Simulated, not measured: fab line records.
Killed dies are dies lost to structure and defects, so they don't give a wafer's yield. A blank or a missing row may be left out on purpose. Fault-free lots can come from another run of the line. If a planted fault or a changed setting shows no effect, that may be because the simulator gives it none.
Chamber matching / flow gf180mcu / cmp-02 running GF_V1_CMP_04: 4 sister chambers
The step polishes SiO2. 4 wafers are shown with their chamber, then 8 later ones without.

== WAFERS WITH THEIR CHAMBER ==
wafer=L249.2; chamber=1; motor current A (A)=12.0
wafer=L249.4; chamber=2; motor current A (A)=11.9
wafer=L249.5; chamber=0; motor current A (A)=13.0
wafer=L252.2; chamber=3; motor current A (A)=11.9

== WAFERS WITH NO CHAMBER GIVEN ==
wafer=L252.3; motor current A (A)=12.4
wafer=L252.4; motor current A (A)=12.4
wafer=L255.1; motor current A (A)=12.6
wafer=L255.3; motor current A (A)=11.8
wafer=L255.5; motor current A (A)=12.7
wafer=L257.1; motor current A (A)=13.6
wafer=L257.3; motor current A (A)=12.2
wafer=L257.5; motor current A (A)=11.8

== WHICH CHAMBER EACH WENT THROUGH ==
wafer=L252.3; from the rows above=can't be placed: 1 or 2 or 3 or 0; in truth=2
wafer=L252.4; from the rows above=can't be placed: 1 or 2 or 3 or 0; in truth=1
wafer=L255.1; from the rows above=can't be placed: 0 or 1 or 2 or 3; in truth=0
wafer=L255.3; from the rows above=can't be placed: 2 or 3 or 1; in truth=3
wafer=L255.5; from the rows above=can't be placed: 0 or 1 or 2 or 3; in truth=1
wafer=L257.1; from the rows above=0; in truth=0
wafer=L257.3; from the rows above=can't be placed: 1 or 2 or 3 or 0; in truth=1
wafer=L257.5; from the rows above=can't be placed: 2 or 3 or 1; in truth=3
Correct placement for 1 of the 8. Cannot be placed on the basis of these rows: 7; the candidates contain the true chamber in 7. Number placed wrongly: 0.
How it was worked out, from the rows above alone: a wafer's distance from a chamber is the root of the sum, over the readings, of the square of ((its reading less the chamber's mean) divided by the reading's scatter). The wafer belongs to the nearest chamber; if the next one is less than 2 further off, it can't be placed. The mean given for a chamber averages the wafers shown for that chamber. The scatter: with one shown wafer a chamber, the root of the mean of the squares of how far each hidden wafer lies from its nearest shown one.
